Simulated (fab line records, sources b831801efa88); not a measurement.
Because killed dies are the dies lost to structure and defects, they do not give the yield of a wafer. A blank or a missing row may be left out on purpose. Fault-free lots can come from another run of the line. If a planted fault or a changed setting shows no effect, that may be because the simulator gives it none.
fab line records	flow sky130
record lots=12	wafers=36	last_day=50
route steps=708 shown LDD_LDN@301 LOCAL_INTERCONNECT@400 CONTACT@432 PAD_OPEN@708
lots that met no fault: taken from a fault-free run of the same line
start_h: start of the lot's first displayed wafer, in hours after the record's first day	wait_h: how many hours have passed since the lot's step before this one	" identical to the entry in the row above	L1.1+2: several wafers, shown together as one row	- either no value or no given start	* or withheld: withheld	< > ~ a bound
route shown NAME@n: names a module that has steps shown in the file, with the first one's number in the route	usual: the fault-free wafers' mean and standard deviation	same: alike in all rows	chamber/n: place in a boat	sites: per-site readings	_std_site: the values' standard deviation	_edge_site: outer sites' mean less inner sites'	radius_mm: for every site, how far away it sits from the centre of the wafer	mask NAME#n: copy n	behind: the most recent tool/chamber to have shaped the wafer	hold: the reason the lot was held/the length of the hold in hours/how it ended	device: names the non-switching transistor (n, p or np)	end of line: tests run on the same wafers once the route is complete	where a step has no rows: the recipe by itself	killed: not the wafer's yield, but the dies lost to structure and defects at the first sort	map: the dies of a wafer, with x for killed, . for not killed, _ for no die there
set.NAME: the setting as run; set.NAME@STEP: as run at that earlier step	model.NAME: the simulator's own value behind a step, which no gauge read
one table for each step of the route and one row for each wafer, over a sample of lots
services: when a tool's chamber went out of use (start_h, in hours from the record's first day, below 0 if earlier), for how many hours, and the reason
## steps
# step SKY_LDD_LDN_STRIP_12
# recipe chemistry=O2/N2	power_w=1400	pressure_mtorr=1500	platen_temp_c=withheld	o2_flow_sccm=3000	n2_flow_sccm=300	overash_fraction=0.5
# usual chamber_pressure_mTorr=1500.0/1.4	drypump_motor_current_A=5.9/0.36	oes_product_au=0.716/0.0042	strip_time_to_endpoint_s=14.19/0.035
lot.wafer	tool	chamber	start_h	wait_h	chamber_pressure_mTorr	drypump_motor_current_A	oes_product_au	rf_hours_counter_h	strip_time_to_endpoint_s
L932.1	plasma_asher-02	1	537.08	0.1	1499.1	6.1	0.712	39	14.22
L932.2	"	0	"	"	1499.5	5.9	0.714	39	14.26
L932.5	"	0	"	"	1500.0	6.0	0.715	-	14.23
L933.2	plasma_asher-04	1	537.16	0.1	1498.9	6.3	0.715	10	14.23
L933.3	"	1	"	"	1497.7	6.3	0.713	-	14.21
L933.4	"	0	"	"	1499.5	5.9	0.727	-	14.19
L937.3	plasma_asher-04	1	581.56	0.1	1500.9	6.3	0.713	-	14.17
L937.4	"	0	"	"	1503.6	5.9	0.716	-	14.16
L937.5	"	1	"	"	1499.0	6.3	0.707	-	14.14
L940.3	plasma_asher-01	0	605.96	0.1	1500.7	5.2	0.719	-	14.21
L940.5	"	1	"	"	1500.1	6.0	0.721	-	14.19
L940.6	"	0	"	"	1499.2	5.1	0.723	-	14.20
L944.1	plasma_asher-04	0	634.91	0.1	1499.0	5.9	0.718	20	14.21
L944.2	"	1	"	"	1501.0	6.3	0.716	20	14.17
L944.3	"	0	"	"	1503.0	5.9	0.712	-	14.15
L946.1	plasma_asher-01	0	650.33	0.1	1500.7	5.1	0.709	96	14.17
L946.3	"	0	"	"	1499.4	5.1	0.721	-	14.16
L946.6	"	0	"	"	1501.3	5.2	0.713	-	14.16
L948.1	plasma_asher-04	0	682.98	0.1	1500.1	5.9	0.722	25	14.17
L948.2	"	1	"	"	1500.5	6.3	0.712	25	14.20
L948.4	"	1	"	"	1498.5	6.3	0.718	-	14.17
L949.2	plasma_asher-02	0	683.66	0.1	1497.8	5.9	0.719	52	14.19
L949.3	"	1	"	"	1500.3	6.2	0.714	-	14.23
L949.4	"	0	"	"	1497.4	6.0	0.714	-	14.20
L950.2	plasma_asher-02	1	683.88	0.1	1499.9	6.1	0.709	52	14.17
L950.4	"	1	"	"	1499.2	6.1	0.722	-	14.16
L950.5	"	1	"	"	1501.1	6.1	0.720	-	14.07
L951.4	plasma_asher-02	0	689.60	0.1	1501.9	6.0	0.720	-	14.26
L951.5	"	1	"	"	1499.8	6.2	0.718	-	14.25
L951.6	"	0	"	"	1501.0	6.0	0.712	-	14.21
L952.1	plasma_asher-01	0	700.98	0.1	1499.2	5.1	0.710	101	14.19
L952.5	"	1	"	"	1500.5	6.1	0.720	-	14.17
L952.6	"	0	"	"	1498.8	5.1	0.712	-	14.18
L954.3	plasma_asher-02	0	715.32	0.1	1498.4	6.0	0.717	-	14.21
L954.4	"	1	"	"	1501.1	6.1	0.725	-	14.23
L954.5	"	1	"	"	1499.5	6.1	0.713	-	14.13
# step SKY_LOCAL_INTERCONNECT_ETCH_13
# recipe chemistry=N2/H2	target=BARC	ion_energy_ev=200	bias_w=100	pressure_mtorr=30	n2_flow_sccm=100	h2_flow_sccm=200	icp_w=500	stop_on=SiO2	time_s=45.9	target_depth_a=600
# usual chamber_pressure_mTorr=30.000/0.025	drypump_motor_current_A=5.4/0.34	oes_product_au=0.855/0.0044	throttle_valve_pct=13.226/0.0083
# same time_s=45.9
lot.wafer	tool	chamber	start_h	wait_h	chamber_pressure_mTorr	drypump_motor_current_A	oes_product_au	rf_hours_counter_h	throttle_valve_pct
L932.1	rie_metal-01	1	716.05	0.0	29.992	5.3	0.855	4	13.215
L932.2	"	0	"	"	30.019	5.8	0.864	7	13.216
L932.5	"	1	"	"	29.975	5.3	0.848	-	13.239
L933.2	rie_metal-04	0	717.03	0.0	30.026	4.9	0.854	13	13.221
L933.3	"	1	"	"	29.995	5.7	0.849	-	13.214
L933.4	"	0	"	"	29.958	4.9	0.852	-	13.232
L937.3	rie_metal-01	1	755.40	0.0	24.039	5.3	0.856	-	13.229
L937.4	"	0	"	"	29.983	5.8	0.860	-	13.225
L937.5	"	1	"	"	24.034	5.3	0.851	-	13.209
L940.3	rie_metal-01	1	779.55	0.0	24.010	5.3	0.857	-	13.230
L940.5	"	1	"	"	24.008	5.3	0.853	-	13.223
L940.6	"	0	"	"	30.025	5.8	0.855	-	13.248
L944.1	rie_metal-04	1	803.68	0.0	30.042	5.7	0.857	15	13.239
L944.2	"	0	"	"	29.959	4.9	0.853	16	13.231
L944.3	"	0	"	"	30.039	4.8	0.855	-	13.234
L946.1	rie_metal-04	1	819.35	0.0	29.960	5.7	0.860	15	13.228
L946.3	"	0	"	"	29.969	4.9	0.854	-	13.230
L946.6	"	0	"	"	29.962	4.8	0.851	-	13.235
L948.1	rie_metal-01	0	849.30	0.0	30.015	5.8	0.861	12	13.232
L948.2	"	1	"	"	30.002	5.3	0.860	8	13.230
L948.4	"	0	"	"	30.002	5.8	0.858	-	13.239
L950.2	rie_metal-04	1	850.15	0.0	29.990	5.7	0.855	17	13.230
L950.4	"	0	"	"	29.994	4.9	0.848	-	13.227
L950.5	"	0	"	"	30.025	4.9	0.856	-	13.212
L949.2	rie_metal-01	0	851.45	0.0	29.998	5.8	0.866	12	13.220
L949.3	"	1	"	"	29.979	5.4	0.854	-	13.224
L949.4	"	0	"	"	30.024	5.8	0.847	-	13.239
L951.4	rie_metal-04	1	854.32	0.0	29.989	5.7	0.860	-	13.217
L951.5	"	0	"	"	29.996	4.9	0.855	-	13.222
L951.6	"	1	"	"	30.020	5.7	0.854	-	13.209
L952.1	rie_metal-01	1	867.65	0.0	30.016	5.3	0.847	9	13.239
L952.5	"	1	"	"	30.023	5.3	0.856	-	13.237
L952.6	"	0	"	"	30.024	5.8	0.861	-	13.222
L954.3	rie_metal-01	0	880.32	0.0	29.983	5.8	0.850	-	13.220
L954.4	"	1	"	"	30.012	5.3	0.857	-	13.230
L954.5	"	0	"	"	29.974	5.8	0.854	-	13.233
# step SKY_LOCAL_INTERCONNECT_STRIP_15
# recipe chemistry=O2/N2	power_w=1400	pressure_mtorr=1500	platen_temp_c=withheld	o2_flow_sccm=3000	n2_flow_sccm=300	overash_fraction=0.5
# usual chamber_pressure_mTorr=1499.9/1.4	drypump_motor_current_A=6.0/0.39	oes_product_au=0.426/0.0048	strip_time_to_endpoint_s=4.722/0.015
lot.wafer	tool	chamber	start_h	wait_h	chamber_pressure_mTorr	drypump_motor_current_A	oes_product_au	rf_hours_counter_h	strip_time_to_endpoint_s
L932.1	plasma_asher-03	1	716.17	0.0	1501.8	6.1	0.426	88	4.706
L932.2	"	0	"	"	1498.8	6.5	0.426	88	4.695
L932.5	"	1	"	"	1499.4	6.1	0.427	-	4.697
L933.2	plasma_asher-02	0	717.14	0.0	1500.4	6.0	0.432	56	4.723
L933.3	"	1	"	"	1501.2	6.1	0.424	-	4.730
L933.4	"	0	"	"	1502.7	6.0	0.430	-	4.737
L937.3	plasma_asher-03	0	755.52	0.1	1497.4	6.5	0.422	-	4.749
L937.4	"	1	"	"	1498.1	6.1	0.425	-	4.731
L937.5	"	1	"	"	1499.8	6.1	0.426	-	4.756
L940.3	plasma_asher-02	0	779.67	0.1	1502.1	6.0	0.426	-	4.732
L940.5	"	0	"	"	1496.7	6.0	0.422	-	4.719
L940.6	"	1	"	"	1500.7	6.2	0.417	-	4.729
L944.1	plasma_asher-01	1	803.79	0.0	1500.0	6.0	0.425	6	4.719
L944.2	"	0	"	"	1498.4	5.1	0.420	6	4.689
L944.3	"	1	"	"	1500.5	6.0	0.425	-	4.705
L946.1	plasma_asher-02	0	819.47	0.0	1500.9	6.0	0.431	66	4.728
L946.3	"	0	"	"	1501.6	6.0	0.430	-	4.728
L946.6	"	0	"	"	1498.8	6.0	0.423	-	4.737
L948.1	plasma_asher-01	1	849.42	0.0	1502.5	6.0	0.427	11	4.726
L948.2	"	0	"	"	1503.1	5.1	0.423	11	4.737
L948.4	"	1	"	"	1499.7	6.0	0.429	-	4.738
L950.2	plasma_asher-03	1	850.27	0.0	1498.2	6.1	0.435	98	4.734
L950.4	"	0	"	"	1500.6	6.4	0.426	-	4.720
L950.5	"	0	"	"	1500.6	6.4	0.423	-	4.729
L949.2	plasma_asher-03	0	851.57	0.0	1497.9	6.5	0.426	98	4.730
L949.3	"	0	"	"	1499.5	6.4	0.427	-	4.744
L949.4	"	1	"	"	1498.7	6.1	0.426	-	4.732
L951.4	plasma_asher-03	1	854.45	0.1	1501.2	6.1	0.433	-	4.739
L951.5	"	1	"	"	1501.5	6.1	0.425	-	4.712
L951.6	"	0	"	"	1502.2	6.4	0.423	-	4.718
L952.1	plasma_asher-03	1	867.77	0.0	1500.1	6.1	0.421	100	4.722
L952.5	"	1	"	"	1500.9	6.1	0.429	-	4.715
L952.6	"	0	"	"	1500.4	6.5	0.425	-	4.716
L954.3	plasma_asher-03	1	880.45	0.1	1500.9	6.1	0.438	-	4.692
L954.4	"	0	"	"	1502.4	6.4	0.432	-	4.728
L954.5	"	0	"	"	1500.5	6.4	0.428	-	4.723
# step SKY_CONTACT_THK_MEAS_26
# recipe thk_meas_gauge=xrf	reads=W_of_CONTACT_CVD_24
# usual CONTACT_W_THK=344/5
lot.wafer	tool	chamber	start_h	wait_h	CONTACT_W_THK[nm]
L932.1	film_metro-03	-	745.97	0.1	343
L932.2	"	-	"	"	344
L932.5	"	-	"	"	346
L933.2	film_metro-03	-	746.96	0.1	356
L933.3	"	-	"	"	342
L933.4	"	-	"	"	353
L937.3	film_metro-03	-	785.06	0.1	342
L937.4	"	-	"	"	356
L937.5	"	-	"	"	339
L940.3	film_metro-03	-	808.02	0.1	342
L940.5	"	-	"	"	343
L940.6	"	-	"	"	345
L944.1	film_metro-04	-	830.59	0.1	339
L944.2	"	-	"	"	341
L944.3	"	-	"	"	337
L946.1	film_metro-04	-	847.05	0.1	341
L946.3	"	-	"	"	356
L946.6	"	-	"	"	344
L948.1	film_metro-04	-	877.78	0.1	341
L948.2	"	-	"	"	337
L948.4	"	-	"	"	340
L950.2	film_metro-04	-	879.04	0.1	340
L950.4	"	-	"	"	344
L950.5	"	-	"	"	347
L949.2	film_metro-03	-	879.99	0.1	345
L949.3	"	-	"	"	342
L949.4	"	-	"	"	350
L951.4	film_metro-03	-	882.86	0.1	343
L951.5	"	-	"	"	348
L951.6	"	-	"	"	346
L952.1	film_metro-04	-	895.29	0.1	349
L952.5	"	-	"	"	350
L952.6	"	-	"	"	345
L954.3	film_metro-03	-	907.74	0.1	339
L954.4	"	-	"	"	344
L954.5	"	-	"	"	347
# step SKY_PAD_OPEN_PROBE_99
# usual killed_at_M0_to_M3=45/7	killed_at_M4_up=3.4/1.8	killed_at_contacts=24/5.4	killed_at_front_end=16/4.8	killed_at_other=0.4/0.62	killed_dies=89/10	killed_open=48/7.2	killed_short=40/6.3
# same gross_dies=492	killed_at_back_side=0
lot.wafer	tool	chamber	start_h	wait_h	killed_at_M0_to_M3	killed_at_M4_up	killed_at_contacts	killed_at_front_end	killed_at_other	killed_dies	killed_open	killed_short
L940.3	prober-01	-	1129.47	0.2	59	3	14	10	0	86	41	45
L940.5	prober-01	-	1129.57	0.2	41	2	23	18	0	84	42	41
L940.6	prober-01	-	1129.62	0.2	40	7	33	14	0	94	50	44
# killed by level:class
L940.3 VIA1:geometric_particle:open=13 METAL2:geometric_particle:short=9 VIA2:geometric_particle:open=8 VIA1:geometric_particle:short=7 VIA3:geometric_particle:open=6 CONTACT:geometric_particle:short=5 METAL3:geometric_particle:short=5 CONTACT:geometric_particle:open=4
L940.5 VIA1:geometric_particle:open=9 VIA2:geometric_particle:open=7 CONTACT:geometric_particle:short=7 LI_CONTACT:geometric_particle:open=5 VIA1:geometric_particle:short=5 FIELD_ISO:geometric_particle:short=4 POLY_GATE:geometric_particle:short=4 CONTACT:geometric_particle:open=4
L940.6 CONTACT:geometric_particle:open=13 VIA1:geometric_particle:open=12 LOCAL_INTERCONNECT:geometric_particle:short=9 METAL2:geometric_particle:short=6 FIELD_ISO:geometric_particle:open=5 METAL4:geometric_particle:short=5 LI_CONTACT:geometric_particle:open=4 CONTACT:geometric_particle:short=4
## services
tool	chamber	start_h	hours	kind
plasma_asher-01	-	516.94	0.4	repair
rie_metal-01	1	539.19	-	clean
rie_metal-01	1	539.19	17.2	scheduled_down
rie_metal-01	1	539.19	17.2	vent_cycle
rie_metal-04	1	574.00	1.3	repair
plasma_asher-02	-	598.25	2.5	repair
rie_metal-01	-	610.08	14.6	pm
plasma_asher-01	-	621.47	2.8	pm
plasma_asher-03	-	653.01	2.8	pm
plasma_asher-01	-	660.06	4.3	repair
rie_metal-04	-	661.98	14.6	pm
plasma_asher-04	-	677.87	2.8	pm
rie_metal-04	-	683.60	0.5	repair
rie_metal-04	-	696.91	0.4	repair
plasma_asher-01	-	733.78	9.0	pm
rie_metal-04	1	752.75	1.6	repair
plasma_asher-01	-	765.37	2.0	repair
plasma_asher-03	-	788.57	1.2	repair
plasma_asher-03	-	805.26	26.3	pm
rie_metal-04	-	806.43	2.0	repair
rie_metal-01	-	814.98	1.4	pm
rie_metal-04	-	825.33	2.8	pm
rie_metal-04	1	856.17	5.0	repair
rie_metal-01	-	874.49	0.3	repair
## key
first_sign step=SKY_LOCAL_INTERCONNECT_ETCH_13	reading=chamber_pressure_mTorr	direction=down	sigmas=99+	usual=30.000	struck=24.023
effect none on later readings
met_at SKY_LOCAL_INTERCONNECT_ETCH_13
struck_lots L937,L940
struck_wafers L937.3,L937.5,L940.3,L940.5
tester_left_out L937,L940
loop_trim step=SKY_LOCAL_INTERCONNECT_EXPOSE_08	setting=dose	lots=L940
not_acting_at SKY_LDD_LDN_STRIP_12,SKY_LOCAL_INTERCONNECT_STRIP_15,SKY_CONTACT_THK_MEAS_26
onset_between 716.05 755.40
fault kind=process_parameter_drift	tool=rie_metal-01	chamber=1	onset_h=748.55	steps=SKY_LOCAL_INTERCONNECT_ETCH_13	channel=pressure_mtorr	offset=-6	shape=step	end_h=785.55	acts_in=these_recipes_only	stated=30
# tester_left_out: of these lots the tester's yield and bins aren't shown, on N5 and GAA mostly nor the transistor test; their killed dies are dies lost to structure and defects alone, not to doping, threshold or leakage, so they don't give the yield
# loop_trim: a control loop set the setting to another value than it would have without faults
